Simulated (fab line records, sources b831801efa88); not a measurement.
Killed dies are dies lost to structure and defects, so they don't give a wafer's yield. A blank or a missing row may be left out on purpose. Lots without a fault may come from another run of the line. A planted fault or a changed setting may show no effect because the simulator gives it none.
Which tool did it? | flow gf180mcu | 10 lots, 29 wafers sampled, at 4 steps of a route of 602

WHAT THE GAUGES READ, wafer by wafer
GF_TOP_METAL_RS_MEAS_05: measures by four-point-probe.
lot  | measured     | on            | TOP_METAL_ALCU_RS (ohm/sq)
L738 | day 28 18:22 | film_metro-03 | 0.0329 0.0332 0.0333
L739 | day 29 01:42 | film_metro-04 | 0.0332 0.0338 0.0336
L740 | day 29 08:09 | film_metro-04 | 0.0329 0.0329 0.0312
L741 | day 29 21:56 | film_metro-04 | 0.0331 0.0331 0.0316
L743 | day 30 07:15 | film_metro-02 | 0.0332 0.0316
L751 | day 32 12:52 | film_metro-03 | 0.0324 0.0324 0.0327
L752 | day 32 17:30 | film_metro-02 | 0.0325 0.0329 0.0331
L753 | day 32 18:55 | film_metro-02 | 0.0324 0.0327 0.0325
L754 | day 33 01:14 | film_metro-04 | 0.0323 0.0325 0.0327
L755 | day 33 08:10 | film_metro-02 | 0.0336 0.0333 0.0332

WHICH TOOL RAN EACH LOT (tool, then ch and the chambers of the sampled wafers, then the start)
lot  | GF_V4_ETCH_16                      | GF_M5_STRIP_11                       | GF_TOP_METAL_SPUTTER_02
L738 | rie_diel-04 ch 0,1,2, day 25 23:48 | plasma_asher-01 ch 0,1, day 27 19:57 | pvd_sputter-01, day 28 18:16
L739 | rie_diel-04 ch 2,3, day 26 08:03   | plasma_asher-02 ch 0,1, day 28 03:13 | pvd_sputter-01, day 29 01:37
L740 | rie_diel-02 ch 1,2,3, day 26 14:15 | plasma_asher-02 ch 0,1, day 28 09:42 | pvd_sputter-01, day 29 08:02
L741 | rie_diel-04 ch 0,1,3, day 27 05:18 | plasma_asher-03 ch 0,1, day 28 23:52 | pvd_sputter-01, day 29 21:49
L743 | rie_diel-02 ch 2, day 27 15:57     | plasma_asher-02 ch 0,1, day 29 09:51 | pvd_sputter-01, day 30 07:10
L751 | rie_diel-04 ch 0,1, day 30 02:48   | plasma_asher-02 ch 0,1, day 31 17:11 | pvd_sputter-03, day 32 12:47
L752 | rie_diel-03 ch 1,2,3, day 30 07:55 | plasma_asher-02 ch 0,1, day 31 21:43 | pvd_sputter-02, day 32 17:25
L753 | rie_diel-02 ch 0,1,3, day 30 10:51 | plasma_asher-03 ch 0,1, day 31 23:50 | pvd_sputter-01, day 32 18:50
L754 | rie_diel-03 ch 0,3, day 30 17:32   | plasma_asher-01 ch 0,1, day 32 05:48 | pvd_sputter-02, day 33 01:08
L755 | rie_diel-03 ch 0,3, day 31 00:25   | plasma_asher-03 ch 0,1, day 32 12:35 | pvd_sputter-01, day 33 08:02
- GF_V4_ETCH_16: etches BARC in N2/H2.
- GF_M5_STRIP_11: strips in O2/N2.
- GF_TOP_METAL_SPUTTER_02: material AlCu, target thk 900 nm, time 47.82 s.

THE ANSWER, worked out from the rows above alone
Rule: what is usual is taken from the lots themselves. Put in order of their means at a reading, lots are off if they are a third of the lots or fewer, leave a main group of 4 or more, and stand apart from it by a gap of 3 or more times the standard deviation of the main group's means; of several such gaps the widest counts. A main group whose means are all the same, to the digits that the tables above print for the reading, isn't used. A lot without any number at a reading at which 4 lots or more have one is off too. The other lots that the step has rows for count as sound.
No lot is off at any reading shown: from this, nothing can be told.

WHAT THE SIMULATOR HAD PUT IN
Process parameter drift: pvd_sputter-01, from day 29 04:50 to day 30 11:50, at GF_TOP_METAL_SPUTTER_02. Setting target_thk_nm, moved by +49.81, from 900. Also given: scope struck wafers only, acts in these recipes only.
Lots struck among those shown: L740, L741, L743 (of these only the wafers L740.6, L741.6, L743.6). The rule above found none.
